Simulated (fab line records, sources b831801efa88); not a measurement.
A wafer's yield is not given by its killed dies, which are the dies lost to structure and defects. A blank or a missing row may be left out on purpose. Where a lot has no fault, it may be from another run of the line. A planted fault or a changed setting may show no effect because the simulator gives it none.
Struck lot and sound lot, side by side + flow sky130 + 17 out of 708 route steps
Sound: the wafers L523.2, L523.3, L523.5. Struck: wafers L533.1, L533.2, L533.6. At the end, the cause is stated.
Per side, at each step with rows, come the tool, then ch with its chambers, and then its first start. Under that, the readings that differ: sound wafers + struck wafers + difference of the means + sigmas: that difference in standard deviations of wafers without a fault.
alike: words and numbers the same on both sides, and readings whose means are apart by under 2 such deviations; not compared: readings that were withheld, readings missing a value for some wafer, numbers with overlapping values and no deviation given by the record, and bounds like >300 which may hide the same value.
The two part at a step that has a row with sigmas, a row that says differs or no value, or rows on one side only. When numbers do not overlap yet have no deviation, they are printed without sigmas and do not part them. A reading that every wafer of one side lacks parts them only if that side has two wafers or more.

first, 2 steps without rows for these wafers: SKY_LOCAL_INTERCONNECT_PEB_09; SKY_LOCAL_INTERCONNECT_DEVELOP_10 (develop time 60 s).
SKY_LOCAL_INTERCONNECT_CD_MEAS_11: target cd 170 nm.
  sound on cd_sem-01, day 29 23:32; struck on cd_sem-02, day 34 03:25
| reading    | sound             | struck            | difference | sigmas |
|------------|-------------------|-------------------|------------|--------|
| cd_nm (nm) | 170.6 172.1 171.5 | 168.0 168.5 167.1 | -3.5       | -2     |
SKY_LOCAL_INTERCONNECT_OVL_MEAS_12:
  sound on overlay-01, day 29 23:39; struck on overlay-02, day 34 03:32
| reading                     | sound      | struck | difference | sigmas |
|-----------------------------|------------|--------|------------|--------|
| LOCAL_INTERCONNECT_OVL (nm) | -3 -10 -10 | 6 -1 3 | +10        | +2     |
SKY_LOCAL_INTERCONNECT_ETCH_13: etches BARC in N2/H2, stops on SiO2, time 45.9 s, target depth 60 nm.
  sound on rie_metal-01 ch 0,1, day 29 23:41; struck on rie_metal-03 ch 0, day 34 03:35
  alike: drypump_motor_current_A, he_backside_leak_sccm, oes_product_au, throttle_valve_pct
  not compared: rf_hours_counter_h
SKY_LOCAL_INTERCONNECT_METAL_ETCH_14: etches TiN in Cl2/BCl3, stops on PSG, target depth 110 nm, time 31.4 s.
  sound on rie_metal-01 ch 0,1, day 29 23:44; struck on rie_metal-03 ch 0, day 34 03:42
  alike: drypump_motor_current_A, he_backside_leak_sccm, oes_product_au, throttle_valve_pct
  not compared: rf_hours_counter_h
SKY_LOCAL_INTERCONNECT_STRIP_15: strips in O2/N2.
  sound on plasma_asher-04 ch 0,1, day 29 23:47; struck on plasma_asher-03 ch 0,1, day 34 03:49
  alike: drypump_motor_current_A, oes_product_au, strip_time_to_endpoint_s
  not compared: rf_hours_counter_h
then, 3 steps without rows for these wafers: SKY_LOCAL_INTERCONNECT_STRIP_16 (strips in post etch residue remover, time 1200 s); SKY_LOCAL_INTERCONNECT_CLEAN_17 (cleans in IPA, time 180 s); SKY_LOCAL_INTERCONNECT_CLEAN_18 (cleans in O3/DIW).
SKY_CONTACT_CVD_00: deposits Si3N4, target thk 75 nm.
  sound on pecvd-04 ch 0,1, day 30 00:25; struck on pecvd-02 ch 0,1,2, day 34 04:24
  alike: heater_power_w
SKY_CONTACT_THK_MEAS_01:
  sound on film_metro-01, day 30 00:28; struck on film_metro-04, day 34 04:26
  alike: CONTACT_CVD_00_THK
SKY_CONTACT_HDPCVD_02: deposits SiO2, target thk 565 nm, time 94.2 s.
  sound on hdpcvd-01 ch 0,2, day 30 00:31; struck on hdpcvd-01 ch 0,2, day 34 04:29
| reading                                     | sound             | struck            | difference | sigmas |
|---------------------------------------------|-------------------|-------------------|------------|--------|
| run_length_s (s)                            | 122.0 120.8 120.8 | 116.8 115.5 115.7 | -5.2       | -7     |
| model.SiO2_of_CONTACT_HDPCVD_02.thk_nm (nm) | 581.4 583.5 579.5 | 534.6 535.3 542.3 | -44.1      |        |
SKY_CONTACT_THK_MEAS_03:
  sound on film_metro-04, day 30 00:35; struck on film_metro-01, day 34 04:34
| reading                 | sound       | struck      | difference | sigmas |
|-------------------------|-------------|-------------|------------|--------|
| CONTACT_HDPCVD_THK (nm) | 581 583 579 | 534 535 542 | -44        | -6     |
SKY_CONTACT_CMP_04: polishes SiO2.
  sound on cmp-02 ch 0,1, day 30 00:43; struck on cmp-01 ch 1,2,3, day 34 04:40
| reading                | sound    | struck   | difference | sigmas |
|------------------------|----------|----------|------------|--------|
| time_to_endpoint_s (s) | 91 90 88 | 73 71 74 | -17        | -4     |
  alike: motor_current_A
SKY_CONTACT_BOW_MEAS_05:
  sound on film_metro-01, day 30 01:02; struck on film_metro-01, day 34 04:55
  alike: CONTACT_BOW
-- the record jumps here: 14 days lie between the struck wafers' starts before and after (it left off in module CONTACT and takes up again in module PAD_OPEN, whose first step shown is number 708 of the route) --
SKY_PAD_OPEN_PROBE_99:
  sound on prober-01, day 45 10:43; struck on prober-01, day 48 12:01
  alike: killed_at_M0_to_M3, killed_at_M4_up, killed_at_contacts, killed_at_front_end, killed_at_other, killed_dies, killed_open, killed_short

== WHERE THEY PART ==
Earliest at SKY_LOCAL_INTERCONNECT_CD_MEAS_11; latest, in this record, at SKY_CONTACT_CMP_04. Later steps at which nothing parts them and some readings are alike: SKY_CONTACT_BOW_MEAS_05, SKY_PAD_OPEN_PROBE_99.

WHY: what the simulator had put in
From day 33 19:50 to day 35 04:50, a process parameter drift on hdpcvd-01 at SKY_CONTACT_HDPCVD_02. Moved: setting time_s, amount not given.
